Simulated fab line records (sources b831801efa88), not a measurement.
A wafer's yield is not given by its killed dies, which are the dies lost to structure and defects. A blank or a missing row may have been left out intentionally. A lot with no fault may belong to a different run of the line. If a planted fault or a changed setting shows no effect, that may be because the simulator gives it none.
Comparing a struck lot with a sound one / flow gf180mcu / 18 steps out of a route of 602
Sound: wafers L753.4, L753.5, L753.6. Struck: wafers L766.1, L766.5 (left out: L766.6, a lot-mate that was not struck); the cause follows at the end.
Order at every step that has rows: each side's tool, ch and its chambers, its first start. Under that, the readings that differ: sound wafers / struck wafers / difference of the means / sigmas: that difference in standard deviations of wafers without a fault.
alike: words and numbers the same on both sides, and readings whose means are apart by under 2 such deviations; not compared: readings that were withheld, readings missing a value for some wafer, numbers with overlapping values and no deviation given by the record, and bounds like >300 which may hide the same value.
A row with sigmas, a row that says differs or no value, or rows on one side alone: a step with any of these is where the two part. Numbers that have no deviation but don't overlap get no sigmas and don't part them. A reading that every wafer of one side lacks parts them only if that side has two wafers or more.

first, 3 steps without rows for these wafers: GF_V3_EXPOSE_11 (exposes mask Via3, target cd 260 nm); GF_V3_PEB_12 (peb time 90 s); GF_V3_DEVELOP_13 (develop time 60 s).
GF_V3_CD_MEAS_14: target cd 260 nm.
  struck on cd-sem-02, day 27 13:15; sound on cd-sem-01, day 23 05:07
  alike: cd-nm
GF_V3_OVL_MEAS_15:
  struck on overlay-01, day 27 13:22; sound on overlay-01, day 23 05:12
  alike: V3_OVL
GF_V3_ETCH_16: etches BARC in N2/H2.
  sound on rie-diel-02 ch 0,3, day 23 05:13; struck on rie-diel-02 ch 1, day 27 13:25
  alike: drypump-motor-current-A, oes-product-au, throttle-valve-pct
then, 1 step without rows for these wafers: GF_V3_ETCH_17 (etches SiO2 in C4F8/O2/Ar, stops on TiN, target depth 635 nm).
GF_V3_STRIP_18: strips in O2/N2.
  sound on plasma-asher-03 ch 0,1, day 23 05:23; struck on plasma-asher-04 ch 1, day 27 13:32
  alike: drypump-motor-current-A, heater-power-w, oes-product-au
  not compared: rf-hours-counter-h
then, 2 steps without rows for these wafers: GF_V3_STRIP_19 (strips in post etch residue remover, time 1200 s); GF_V3_CLEAN_20 (cleans in DIW).
GF_V3_SPUTTER_21: material Ti, target thk 15 nm, time 80.02 s.
  struck on pvd-sputter-03, day 27 14:07; sound on pvd-sputter-04, day 23 05:53
  alike: substrate-temp-c, throttle-valve-pct
GF_V3_SPUTTER_22: material TiN, target thk 10 nm, time 40 s.
  struck on pvd-sputter-03, day 27 14:10; sound on pvd-sputter-04, day 23 05:56
  alike: throttle-valve-pct
GF_V3_CVD_23: deposits W, target thk 350 nm, time 104.9 s.
  sound on cvd-w-02 ch 0,1, day 23 06:01; struck on cvd-w-01 ch 0, day 27 14:13
reading=susceptor-temp-C (C); sound=400.06 399.69 399.98; struck=387.71 387.72; difference=-12.19; sigmas=-53
reading=model.W_of_V3_CVD_23.thk-nm (nm); sound=350.8 350.1 344.9; struck=286 284.8; difference=-63; sigmas=
  alike: heater-power-w
GF_V3_RS_MEAS_24: uses a four-point probe to measure.
  struck on film-metro-01, day 27 14:19; sound on film-metro-02, day 23 06:09
reading=V3_W_RS (ohm/sq); sound=0.327 0.327 0.332; struck=0.402 0.403; difference=+0.074; sigmas=+20
GF_V3_THK_MEAS_25: measures by xrf.
  struck on film-metro-01, day 27 14:26; sound on film-metro-02, day 23 06:14
reading=V3_W_THK (nm); sound=368 368 360; struck=294 294; difference=-71; sigmas=-14
GF_V3_CMP_26: polishes, stops on SiO2, t overpolish 15 s, target thk 0 nm.
  sound on cmp-01 ch 0,1, day 23 06:19; struck on cmp-02 ch 1, day 27 14:59
reading=time-to-endpoint-s (s); sound=95 92 88; struck=71 68; difference=-22; sigmas=-6
  alike: motor-current-A
GF_M4_SPUTTER_00: material Ti, target thk 37.5 nm, time 150 s.
  struck on pvd-sputter-04, day 27 15:17; sound on pvd-sputter-04, day 23 06:34
  alike: substrate-temp-c, throttle-valve-pct
GF_PASSIVATION_PROBE_99:
  sound wafers here have rows in the record (prober-02, day 29 19:18); struck ones have none

WHERE THEY PART
At GF_V3_CVD_23 first; at GF_PASSIVATION_PROBE_99 last (within this record only).

WHY: what the simulator had put in
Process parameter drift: cvd-w-01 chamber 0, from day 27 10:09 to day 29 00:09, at GF_V3_CVD_23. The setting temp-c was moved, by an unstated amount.
